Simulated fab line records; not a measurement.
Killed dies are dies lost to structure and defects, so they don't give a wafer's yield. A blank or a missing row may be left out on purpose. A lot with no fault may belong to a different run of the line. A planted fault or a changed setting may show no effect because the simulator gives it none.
What tool caused it? / flow sky130 / 6 lots, 18 wafers sampled, at 3 steps of a route of 708

== WHAT THE GAUGES READ, wafer by wafer ==
SKY_METAL5_THK_MEAS_06: measures by xrf.
lot=L773; measured=day 42 23:32; on=film_metro-01; METAL5_ALCU_THK (nm)=1117 1130 1117
lot=L776; measured=day 44 04:16; on=film_metro-01; METAL5_ALCU_THK (nm)=1108 1117 1113
lot=L779; measured=day 47 04:05; on=film_metro-04; METAL5_ALCU_THK (nm)=1111 1095 1113
lot=L782; measured=day 45 22:38; on=film_metro-04; METAL5_ALCU_THK (nm)=1128 1132 1112
lot=L786; measured=day 47 18:29; on=film_metro-01; METAL5_ALCU_THK (nm)=1141 1129 1126
lot=L791; measured=day 48 04:41; on=film_metro-01; METAL5_ALCU_THK (nm)=1106 1143 1110

== WHICH TOOL RAN EACH LOT (tool, then ch and the chambers of the sampled wafers, then the start) ==
lot=L773; SKY_METAL1_SPUTTER_03=pvd_sputter-01, day 31 18:17; SKY_CAP2M_METAL_ETCH_13=rie_metal-03 ch 0,1, day 40 20:46
lot=L776; SKY_METAL1_SPUTTER_03=pvd_sputter-04, day 33 01:29; SKY_CAP2M_METAL_ETCH_13=rie_metal-01 ch 0,1, day 42 02:49
lot=L779; SKY_METAL1_SPUTTER_03=pvd_sputter-04, day 34 00:05; SKY_CAP2M_METAL_ETCH_13=rie_metal-03 ch 1, day 42 19:08
lot=L782; SKY_METAL1_SPUTTER_03=pvd_sputter-02, day 35 10:04; SKY_CAP2M_METAL_ETCH_13=rie_metal-01 ch 0,1, day 43 23:59
lot=L786; SKY_METAL1_SPUTTER_03=pvd_sputter-01, day 37 17:12; SKY_CAP2M_METAL_ETCH_13=rie_metal-03 ch 0,1, day 45 22:20
lot=L791; SKY_METAL1_SPUTTER_03=pvd_sputter-02, day 38 06:44; SKY_CAP2M_METAL_ETCH_13=rie_metal-02 ch 0,1, day 46 10:22
- SKY_METAL1_SPUTTER_03: material Ti, target thk 5 nm, time 3.3 s.
- SKY_CAP2M_METAL_ETCH_13: etches TiN in Cl2/BCl3, stops on SiO2, target depth 220 nm, time 62.9 s.

== THE ANSWER, worked out from the rows above alone ==
Rule: the usual values come from the lots themselves. Put in order of their means at a reading, lots are off if they are a third of the lots or fewer, leave a main group of 4 or more, and stand apart from it by a gap of 3 or more times the standard deviation of the main group's means; of several such gaps the widest counts. The tables above print the reading to a certain number of digits; a main group whose means all agree to those digits is not used. A lot without any number at a reading at which 4 lots or more have one is off too. Where the step has rows for the other lots, those lots are counted as sound.
No lot is off at any reading shown: from this, nothing can be told.

== WHAT WAS PUT IN BY THE SIMULATOR ==
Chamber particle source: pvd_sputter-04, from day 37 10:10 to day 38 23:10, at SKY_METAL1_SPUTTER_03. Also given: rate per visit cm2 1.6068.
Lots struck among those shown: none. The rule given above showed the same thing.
